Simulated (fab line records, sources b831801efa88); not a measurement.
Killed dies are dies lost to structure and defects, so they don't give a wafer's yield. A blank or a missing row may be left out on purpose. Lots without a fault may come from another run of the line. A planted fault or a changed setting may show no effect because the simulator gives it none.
A struck lot beside a sound one | flow sky130 | 17 steps out of a route of 708
Sound: wafers L993.2, L993.4, L993.6. Struck: wafers L997.1, L997.5, L997.6. The cause comes at the end.
At each step with rows: each side's tool, then ch and its chambers, then its first start. Under that, the readings that differ: sound wafers | struck wafers | difference of the means | sigmas: that difference in standard deviations of wafers without a fault.
alike: readings whose means differ by less than 2 such deviations, and words and numbers that are the same on both sides. not compared: withheld readings, readings that some wafer has no value for, bounds like >300 that may hide the same value, and numbers for which the record gives no deviation and whose values overlap.
The two part at a step that has a row with sigmas, a row that says differs or no value, or rows on one side only. Numbers that don't overlap but have no deviation are shown without sigmas and don't part them. A reading that every wafer of one side lacks parts them only if that side has two wafers or more.

SKY_LDD_HVP_STRIP_09: strips in O2/N2.
  sound on plasma_asher-02 ch 0,1, day 23 00:55; struck on plasma_asher-02 ch 0,1, day 24 15:10
  alike: drypump_motor_current_A, oes_product_au, strip_time_to_endpoint_s
  not compared: rf_hours_counter_h
SKY_LDD_HVP_TW_MEAS_10:
  sound on film_metro-01, day 23 01:02; struck on film_metro-04, day 24 15:16
  alike: LDD_HVP_TW
then, 7 steps without rows for these wafers: SKY_LDD_LDN_DEHYDRATE_00 (time 60 s); SKY_LDD_LDN_HMDS_01 (prime time 60 s); SKY_LDD_LDN_COAT_02 (resist thk 1140 nm); SKY_LDD_LDN_SOFTBAKE_03 (time 60 s); SKY_LDD_LDN_EXPOSE_04 (exposes mask LDNTM, target cd 700 nm); SKY_LDD_LDN_PEB_05; SKY_LDD_LDN_DEVELOP_06 (develop time 60 s).
SKY_LDD_LDN_OVL_MEAS_07:
  sound on overlay-01, day 24 07:00; struck on overlay-01, day 25 19:42
  alike: LDD_LDN_OVL
then, 2 steps without rows for these wafers: SKY_LDD_LDN_IMPLANT_08; SKY_LDD_LDN_IMPLANT_09.
SKY_LDD_LDN_IMPLANT_10:
  sound on implanter-04 ch 0, day 24 07:22; struck on implanter-03, day 25 20:02
  no value came back on the struck wafers for beam_energy_keV, beam_on_s (s), end_station_pressure_torr (Torr), implant_ion_amu; on the sound wafers beam_energy_keV reads 14.999 14.999 15.002
then, 1 step without rows for these wafers: SKY_LDD_LDN_IMPLANT_11.
SKY_LDD_LDN_STRIP_12: strips in O2/N2.
  sound on plasma_asher-02 ch 0,1, day 24 07:38; struck on plasma_asher-04 ch 0,1, day 25 20:20
  alike: drypump_motor_current_A, oes_product_au, strip_time_to_endpoint_s
  not compared: rf_hours_counter_h
SKY_LDD_LDN_TW_MEAS_13:
  sound on film_metro-04, day 24 07:44; struck on film_metro-01, day 25 20:26
  reading    | sound          | struck         | difference | sigmas
  LDD_LDN_TW | 1489 1492 1492 | 1371 1372 1368 | -121       | -9
then, 1 step without rows for these wafers: SKY_LDD_LDN_CLEAN_14 (cleans in SC1/SC2, time 150 s).

WHERE THEY PART
First at SKY_LDD_LDN_IMPLANT_10; last, within this record, at SKY_LDD_LDN_TW_MEAS_13.

WHY: what the simulator had put in
Skipped step whole: implanter-03, from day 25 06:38 on, at SKY_LDD_LDN_IMPLANT_10. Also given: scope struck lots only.
